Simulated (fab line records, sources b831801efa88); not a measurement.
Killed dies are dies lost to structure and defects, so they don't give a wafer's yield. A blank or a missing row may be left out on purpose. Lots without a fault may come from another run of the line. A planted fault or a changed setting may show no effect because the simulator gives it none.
Which tool did it? | flow gf180mcu | 12 lots, 36 wafers sampled, at 2 steps of a route of 602

WHAT THE GAUGES READ, wafer by wafer
GF_MVPSD_TW_MEAS_11.
lot  | measured     | on            | MVPSD_TW
L299 | day 5 01:23  | film_metro-04 | 561 557 559
L301 | day 5 10:20  | film_metro-03 | 551 554 554
L302 | day 5 20:01  | film_metro-03 | 552 550 552
L303 | day 6 02:10  | film_metro-02 | 555 557 554
L304 | day 6 06:45  | film_metro-04 | 558 558 556
L306 | day 6 19:02  | film_metro-03 | 550 549 551
L308 | day 7 08:18  | film_metro-04 | 575 571 574
L312 | day 8 09:21  | film_metro-04 | 572 574 577 573 574 574
L314 | day 8 19:22  | film_metro-03 | 551 551 551
L316 | day 9 05:58  | film_metro-02 | 552 553 554
L318 | day 9 19:26  | film_metro-04 | 566 567 567
L322 | day 10 20:08 | film_metro-03 | 552 552 553

WHICH TOOL RAN EACH LOT (tool, then ch and the chambers of the sampled wafers, then the start)
lot  | GF_MVPSD_IMPLANT_09
L299 | implanter-01 ch 0, day 5 01:08
L301 | implanter-01 ch 0, day 5 10:05
L302 | implanter-04 ch 0, day 5 19:46
L303 | implanter-03 ch 0, day 6 01:56
L304 | implanter-04 ch 0, day 6 06:31
L306 | implanter-03 ch 0, day 6 18:48
L308 | implanter-04 ch 0, day 7 08:04
L312 | implanter-04 ch 0, day 8 09:07
L314 | implanter-01 ch 0, day 8 19:10
L316 | implanter-01 ch 0, day 9 05:43
L318 | implanter-01 ch 0, day 9 19:13
L322 | implanter-03 ch 0, day 10 19:54
- GF_MVPSD_IMPLANT_09

WHAT THE TOOLS THEMSELVES READ (means of the sampled wafers that have a number; where no wafer has one, the mark that the record gives instead)
GF_MVPSD_IMPLANT_09.
lot  | tool         | end_station_pressure_torr (Torr) | tilt_deg (degrees)
L299 | implanter-01 | 5.43e-06                         | -0.006
L301 | implanter-01 | 5.14e-06                         | 0.003
L302 | implanter-04 | 4.87e-06                         | 0.009
L303 | implanter-03 | 4.91e-06                         | 0.003
L304 | implanter-04 | 4.76e-06                         | -0.006
L306 | implanter-03 | 4.99e-06                         | 0.005
L308 | implanter-04 | 5.13e-06                         | 9.989
L312 | implanter-04 | 5.16e-06                         | 10.003
L314 | implanter-01 | 4.82e-06                         | 0.021
L316 | implanter-01 | 5.14e-06                         | 0.009
L318 | implanter-01 | 5.21e-06                         | -0.007
L322 | implanter-03 | 5.04e-06                         | 0.008

THE ANSWER, worked out from the rows above alone
Rule: what is usual is taken from the lots themselves. Put in order of their means at a reading, lots are off if they are a third of the lots or fewer, leave a main group of 4 or more, and stand apart from it by a gap of 3 or more times the standard deviation of the main group's means; of several such gaps the widest counts. A main group whose means are all the same, to the digits that the tables above print for the reading, isn't used. A lot without any number at a reading at which 4 lots or more have one is off too. The other lots that the step has rows for count as sound. The gauges are gone through in route order, then the tools' own readings, and for those a lot's mean is taken as printed above. The first step at which some lot is off is used, and at that step the reading that is off furthest; a lot without a number counts as furthest.
Off: L308, L312, at GF_MVPSD_IMPLANT_09 (tilt_deg). The main group: mean 0.004 degrees, standard deviation 0.0082.
A tool fits if, at that step or a process step before it, it ran every lot that is off, and no sound lot after the first of them. One fits: implanter-04 at GF_MVPSD_IMPLANT_09. Its last sound lot is L304 (day 6 06:31), its first lot that is off L308 (day 7 08:04): a fault that began between those two fits.
The tool's own readings at GF_MVPSD_IMPLANT_09 bear it out: on the lots that are off they differ by more than 5 times the standard deviation of the sound lots' means. tilt_deg reads 9.996 degrees there against 0.004 degrees on the sound lots.

WHAT THE SIMULATOR HAD PUT IN
Process parameter drift: implanter-04, from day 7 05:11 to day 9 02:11, at GF_MVPSD_IMPLANT_09. Setting tilt_deg, moved by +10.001, from 0. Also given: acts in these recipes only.
Lots struck among those shown: L308, L312. The rule above found the same.
